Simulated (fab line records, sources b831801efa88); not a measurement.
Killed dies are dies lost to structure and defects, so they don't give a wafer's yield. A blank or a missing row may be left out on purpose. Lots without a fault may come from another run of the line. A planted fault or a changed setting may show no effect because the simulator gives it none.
One fault seen from 2 desks | flow sky130 | each desk has only its own numbers; what lay behind them comes last

THE TOOL OWNER'S DESK: plasma_asher-01
The tool's own readings at SKY_CAP2M_STRIP_14 (strips in O2/N2): means of the sampled wafers that have a number, for each lot that ran on this tool. A lot is out of limits, marked OUT, if its mean lies more than 4 standard deviations from the usual mean; the brackets give that distance.
Columns: A = drypump_motor_current_A at SKY_CAP2M_STRIP_14, usual 5.8 A; B = oes_product_au at SKY_CAP2M_STRIP_14, usual 0.711 a.u.; C = strip_time_to_endpoint_s at SKY_CAP2M_STRIP_14, usual 12.67 s
lot  | first seen here | A   | B     | C
L978 | day 41 22:04    | 6.4 | 0.713 | 12.62
L982 | day 42 13:14    | 6.4 | 0.716 | 12.77
L985 | day 43 18:04    | 6.4 | 0.714 | 12.69
L990 | day 44 19:04    | 6.4 | 0.712 | 12.70
L101 | day 47 20:14    | 6.5 | 0.710 | 12.60
This desk's finding: nothing out of limits on any of the 5 lots.

THE METROLOGY DESK
What the gauges read, lot by lot, whatever tool the lot ran on: means of the sampled wafers that have a number. A lot is out of limits, marked OUT, if its mean lies more than 4 standard deviations from the usual mean; the brackets give that distance.
Columns: A = PASSIVATION_CVD_00_THK at SKY_PASSIVATION_THK_MEAS_01, usual 89.5 nm
lot  | first seen here | A
L978 | day 45 00:34    | 89.5
L979 | day 45 02:52    | 88.7
L982 | day 45 16:24    | 88.6
L985 | day 46 17:23    | 90.3
L990 | day 47 16:54    | 90.0
L993 | day 48 16:06    | 90.2
L994 | day 49 07:38    | 89.7
L995 | day 49 08:51    | 87.3
L999 | day 49 21:36    | 90.0
L997 | day 49 23:37    | 88.8
L100 | day 50 04:47    | 89.7
L101 | day 50 07:41    | 90.3
This desk's finding: nothing out of limits on any of the 12 lots.

PUT TOGETHER
The tool owner's desk saw nothing out of limits.
The metrology desk saw nothing out of limits.

WHAT THE SIMULATOR HAD PUT IN
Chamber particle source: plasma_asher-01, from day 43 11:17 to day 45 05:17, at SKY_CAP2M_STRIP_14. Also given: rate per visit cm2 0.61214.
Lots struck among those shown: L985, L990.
